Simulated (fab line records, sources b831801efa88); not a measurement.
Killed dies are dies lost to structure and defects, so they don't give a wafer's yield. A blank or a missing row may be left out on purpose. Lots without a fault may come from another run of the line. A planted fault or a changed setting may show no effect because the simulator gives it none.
Which tool did it? | flow sky130 | 24 lots, 72 wafers sampled, at 6 steps of a route of 708

WHAT THE GAUGES READ, wafer by wafer
SKY_SONOS_ONO_CD_MEAS_13: target cd 410 nm.
lot  | measured     | on        | cd_nm (nm)
L074 | day 12 19:10 | cd_sem-02 | 410.5 408.9 409.4
L075 | day 13 00:01 | cd_sem-01 | 410.8 412.0 411.2
L076 | day 13 04:43 | cd_sem-02 | 407.5 408.3 409.1
L077 | day 13 11:35 | cd_sem-02 | 413.2 412.7 413.8
L078 | day 13 23:17 | cd_sem-01 | 405.9 406.6 407.7
L079 | day 14 08:01 | cd_sem-01 | 412.3 410.2 411.8
L080 | day 14 12:41 | cd_sem-01 | 409.4 408.3 411.6
L081 | day 14 23:14 | cd_sem-01 | 407.3 408.3 409.1
L082 | day 15 08:23 | cd_sem-01 | 408.4 406.1 404.5
L083 | day 15 15:10 | cd_sem-01 | 410.7 411.9 411.6
L084 | day 15 21:56 | cd_sem-01 | 408.6 408.4 408.4
L085 | day 16 06:19 | cd_sem-01 | 410.8 410.8 410.0
L086 | day 16 16:59 | cd_sem-01 | 407.6 406.5 407.3
L087 | day 16 22:33 | cd_sem-01 | 410.7 413.5 412.3
L088 | day 17 09:35 | cd_sem-01 | 409.2 410.3 409.1
L089 | day 17 20:32 | cd_sem-02 | 414.7 413.6 414.6
L090 | day 18 07:54 | cd_sem-01 | 412.2 413.6 411.9
L091 | day 18 12:14 | cd_sem-01 | 408.8 410.1 411.0
L092 | day 18 21:14 | cd_sem-01 | 412.2 412.2 411.4
L093 | day 19 12:02 | cd_sem-01 | 404.2 404.0 404.6
L094 | day 19 15:33 | cd_sem-01 | 412.8 411.1 411.4
L095 | day 20 01:11 | cd_sem-02 | 412.0 411.3 410.2
L096 | day 20 11:11 | cd_sem-01 | 406.8 409.0 410.2
L097 | day 20 17:58 | cd_sem-01 | 410.6 411.8 412.2

SKY_CONTACT_THK_MEAS_26: measures by xrf.
lot  | measured     | on            | CONTACT_W_THK (nm)
L074 | day 31 16:43 | film_metro-02 | 341 337 343
L075 | day 32 03:28 | film_metro-01 | 333 332 326
L076 | day 32 04:01 | film_metro-03 | 342 346 346
L077 | day 32 12:38 | film_metro-03 | 342 339 340
L078 | day 33 00:21 | film_metro-02 | 348 353 350
L079 | day 33 04:22 | film_metro-01 | 327 332 331
L080 | day 33 13:26 | film_metro-03 | 345 342 339
L081 | day 34 00:20 | film_metro-02 | 339 346 346
L082 | day 34 07:05 | film_metro-01 | 333 335 331
L083 | day 34 17:28 | film_metro-03 | 343 344 340
L084 | day 34 22:28 | film_metro-02 | 350 356 355
L085 | day 35 10:31 | film_metro-02 | 353 353 343
L086 | day 35 13:26 | film_metro-01 | 344 340 342
L087 | day 35 20:45 | film_metro-02 | 357 352 350
L088 | day 36 03:21 | film_metro-02 | 346 347 351
L089 | day 36 13:37 | film_metro-01 | 337 339 337
L090 | day 37 00:16 | film_metro-03 | 339 340 335
L091 | day 37 03:45 | film_metro-02 | 350 355 349
L092 | day 37 10:37 | film_metro-01 | 337 343 341
L093 | day 37 21:33 | film_metro-01 | 329 324 332
L094 | day 38 02:25 | film_metro-03 | 346 340 344
L095 | day 38 15:53 | film_metro-01 | 328 332 334
L096 | day 38 19:42 | film_metro-03 | 334 336 337
L097 | day 39 00:19 | film_metro-03 | 334 334 341

SKY_VIA2_CD_MEAS_12: target cd 200 nm.
lot  | measured     | on        | cd_nm (nm)
L074 | day 36 09:28 | cd_sem-01 | 199.9 201.3 201.0
L075 | day 36 17:45 | cd_sem-01 | 199.3 199.1 199.3
L076 | day 36 18:05 | cd_sem-02 | 198.4 198.7 199.3
L077 | day 37 03:11 | cd_sem-01 | 198.9 198.9 199.6
L078 | day 37 14:32 | cd_sem-01 | 200.9 201.1 200.3
L079 | day 37 18:16 | cd_sem-02 | 198.8 199.4 198.7
L080 | day 38 03:29 | cd_sem-01 | 199.8 200.4 201.8
L081 | day 38 15:04 | cd_sem-02 | 201.6 201.2 201.2
L082 | day 38 20:08 | cd_sem-01 | 199.4 200.3 200.2
L083 | day 39 04:36 | cd_sem-02 | 199.5 199.4 198.6
L084 | day 39 10:34 | cd_sem-02 | 200.3 198.9 200.5
L085 | day 39 21:43 | cd_sem-02 | 202.1 202.4 200.8
L086 | day 40 00:53 | cd_sem-01 | 201.9 201.8 201.9
L087 | day 40 07:15 | cd_sem-01 | 199.4 200.8 200.3
L088 | day 40 13:58 | cd_sem-02 | 198.8 201.0 200.3
L089 | day 40 23:02 | cd_sem-02 | 198.5 198.0 198.8
L090 | day 41 09:28 | cd_sem-02 | 199.7 197.5 199.1
L091 | day 41 10:56 | cd_sem-02 | 199.9 198.5 199.4
L092 | day 41 18:29 | cd_sem-02 | 201.7 202.3 201.6
L093 | day 42 06:59 | cd_sem-01 | 200.0 198.8 199.4
L094 | day 42 08:13 | cd_sem-01 | 201.7 199.4 200.0
L095 | day 42 20:55 | cd_sem-01 | 201.2 201.4 201.3
L096 | day 43 00:32 | cd_sem-01 | 199.2 197.3 198.6
L097 | day 43 06:54 | cd_sem-01 | 200.2 200.1 199.2

SKY_VIA4_BOW_MEAS_03.
lot  | measured     | on            | VIA4_BOW (um)
L074 | day 41 22:49 | film_metro-02 | 81 69 81
L075 | day 42 06:04 | film_metro-03 | 65 77 64
L076 | day 42 08:32 | film_metro-02 | 88 69 71
L077 | day 42 14:11 | film_metro-01 | 75 73 75
L078 | day 43 01:19 | film_metro-03 | 79 78 83
L079 | day 43 04:16 | film_metro-01 | 82 75 67
L080 | day 43 12:12 | film_metro-02 | 76 79 91
L081 | day 43 22:46 | film_metro-02 | 69 65 70
L082 | day 44 04:30 | film_metro-01 | 88 102 85
L083 | day 44 11:54 | film_metro-01 | 93 88 83
L084 | day 44 17:13 | film_metro-01 | 75 71 87
L085 | day 45 02:32 | film_metro-01 | 70 74 72
L086 | day 45 05:33 | film_metro-01 | 75 94 72
L087 | day 45 10:56 | film_metro-01 | 86 89 71
L088 | day 45 18:50 | film_metro-02 | 73 74 72
L089 | day 46 00:45 | film_metro-01 | 77 80 97
L090 | day 46 10:26 | film_metro-03 | 73 80 77
L091 | day 46 11:53 | film_metro-02 | 77 70 80
L092 | day 46 16:59 | film_metro-03 | 87 87 71
L093 | day 47 04:55 | film_metro-01 | 68 70 81
L094 | day 47 06:44 | film_metro-01 | 88 86 84
L095 | day 47 16:12 | film_metro-01 | 86 93 91
L096 | day 47 17:24 | film_metro-01 | 81 80 72
L097 | day 48 00:02 | film_metro-03 | 84 70 73

WHICH TOOL RAN EACH LOT (tool, then ch and the chambers of the sampled wafers, then the start)
lot  | SKY_LOCAL_INTERCONNECT_SPUTTER_00 | SKY_METAL1_SPUTTER_03
L074 | pvd_sputter-03, day 29 06:06      | pvd_sputter-04, day 31 17:08
L075 | pvd_sputter-01, day 29 16:00      | pvd_sputter-01, day 32 03:53
L076 | pvd_sputter-04, day 29 18:25      | pvd_sputter-04, day 32 04:30
L077 | pvd_sputter-03, day 30 03:10      | pvd_sputter-02, day 32 13:04
L078 | pvd_sputter-01, day 30 14:15      | pvd_sputter-02, day 33 00:47
L079 | pvd_sputter-04, day 30 18:27      | pvd_sputter-04, day 33 04:47
L080 | pvd_sputter-01, day 31 03:30      | pvd_sputter-04, day 33 14:07
L081 | pvd_sputter-01, day 31 16:06      | pvd_sputter-04, day 34 00:44
L082 | pvd_sputter-03, day 31 22:58      | pvd_sputter-01, day 34 07:31
L083 | pvd_sputter-04, day 32 09:34      | pvd_sputter-02, day 34 17:53
L084 | pvd_sputter-01, day 32 16:04      | pvd_sputter-01, day 34 22:53
L085 | pvd_sputter-01, day 33 01:43      | pvd_sputter-01, day 35 10:56
L086 | pvd_sputter-03, day 33 05:48      | pvd_sputter-04, day 35 13:52
L087 | pvd_sputter-03, day 33 13:45      | pvd_sputter-01, day 35 21:11
L088 | pvd_sputter-03, day 33 19:42      | pvd_sputter-01, day 36 03:46
L089 | pvd_sputter-04, day 34 05:28      | pvd_sputter-02, day 36 14:29
L090 | pvd_sputter-04, day 34 17:30      | pvd_sputter-01, day 37 00:41
L091 | pvd_sputter-01, day 34 21:13      | pvd_sputter-04, day 37 04:11
L092 | pvd_sputter-04, day 35 03:19      | pvd_sputter-01, day 37 11:03
L093 | pvd_sputter-03, day 35 15:01      | pvd_sputter-01, day 37 21:59
L094 | pvd_sputter-04, day 35 20:32      | pvd_sputter-04, day 38 02:50
L095 | pvd_sputter-03, day 36 08:51      | pvd_sputter-01, day 38 16:17
L096 | pvd_sputter-01, day 36 13:22      | pvd_sputter-04, day 38 20:21
L097 | pvd_sputter-04, day 36 17:41      | pvd_sputter-01, day 39 00:49
- SKY_LOCAL_INTERCONNECT_SPUTTER_00: material TiN, target thk 100 nm, time 83.3 s.
- SKY_METAL1_SPUTTER_03: material Ti, target thk 5 nm, time 3.3 s.

WHAT THE TOOLS THEMSELVES READ (means of the sampled wafers that have a number; where no wafer has one, the mark that the record gives instead)
SKY_LOCAL_INTERCONNECT_SPUTTER_00.
lot  | tool           | substrate_temp_c (C) | susceptor_temp_C (C) | throttle_valve_pct (%)
L074 | pvd_sputter-03 | 299.99               | 299.90               | 30.3
L075 | pvd_sputter-01 | 300.05               | 299.99               | 29.3
L076 | pvd_sputter-04 | 300.05               | 299.82               | 30.1
L077 | pvd_sputter-03 | 300.01               | 300.06               | 30.0
L078 | pvd_sputter-01 | 299.94               | 299.94               | 29.4
L079 | pvd_sputter-04 | 300.17               | 300.15               | 29.8
L080 | pvd_sputter-01 | 299.90               | 300.12               | 28.3
L081 | pvd_sputter-01 | 299.85               | 299.90               | 28.9
L082 | pvd_sputter-03 | 300.22               | 299.87               | 30.2
L083 | pvd_sputter-04 | 300.02               | 300.06               | 29.9
L084 | pvd_sputter-01 | 300.04               | 300.00               | 30.3
L085 | pvd_sputter-01 | 300.17               | 300.18               | 29.2
L086 | pvd_sputter-03 | 300.08               | 300.12               | 31.0
L087 | pvd_sputter-03 | 299.94               | 300.22               | 31.1
L088 | pvd_sputter-03 | 299.93               | 300.09               | 30.4
L089 | pvd_sputter-04 | 299.76               | 300.04               | 29.8
L090 | pvd_sputter-04 | 300.09               | 300.10               | 29.9
L091 | pvd_sputter-01 | 299.93               | 300.07               | 30.3
L092 | pvd_sputter-04 | 300.05               | 299.94               | 29.7
L093 | pvd_sputter-03 | 300.03               | 299.99               | 30.5
L094 | pvd_sputter-04 | 300.10               | 300.09               | 30.5
L095 | pvd_sputter-03 | 299.92               | 300.23               | 30.6
L096 | pvd_sputter-01 | 299.95               | 300.34               | 28.6
L097 | pvd_sputter-04 | 300.14               | 299.95               | 29.4

SKY_METAL1_SPUTTER_03.
lot  | tool           | throttle_valve_pct (%)
L074 | pvd_sputter-04 | 30.3
L075 | pvd_sputter-01 | 29.4
L076 | pvd_sputter-04 | 30.1
L077 | pvd_sputter-02 | 30.4
L078 | pvd_sputter-02 | 29.8
L079 | pvd_sputter-04 | 30.1
L080 | pvd_sputter-04 | 30.4
L081 | pvd_sputter-04 | 30.1
L082 | pvd_sputter-01 | 28.9
L083 | pvd_sputter-02 | 30.0
L084 | pvd_sputter-01 | 28.7
L085 | pvd_sputter-01 | 29.2
L086 | pvd_sputter-04 | 30.0
L087 | pvd_sputter-01 | 30.3
L088 | pvd_sputter-01 | 29.6
L089 | pvd_sputter-02 | 30.3
L090 | pvd_sputter-01 | 30.0
L091 | pvd_sputter-04 | 30.1
L092 | pvd_sputter-01 | 29.1
L093 | pvd_sputter-01 | 29.2
L094 | pvd_sputter-04 | 30.3
L095 | pvd_sputter-01 | 29.9
L096 | pvd_sputter-04 | 29.7
L097 | pvd_sputter-01 | 28.9

THE ANSWER, worked out from the rows above alone
Rule: what is usual is taken from the lots themselves. Put in order of their means at a reading, lots are off if they are a third of the lots or fewer, leave a main group of 4 or more, and stand apart from it by a gap of 3 or more times the standard deviation of the main group's means; of several such gaps the widest counts. A main group whose means are all the same, to the digits that the tables above print for the reading, isn't used. A lot without any number at a reading at which 4 lots or more have one is off too. The other lots that the step has rows for count as sound. The gauges are gone through in route order, then the tools' own readings, and for those a lot's mean is taken as printed above. The first step at which some lot is off is used, and at that step the reading that is off furthest; a lot without a number counts as furthest.
No lot is off at any reading shown: from this, nothing can be told.

WHAT THE SIMULATOR HAD PUT IN
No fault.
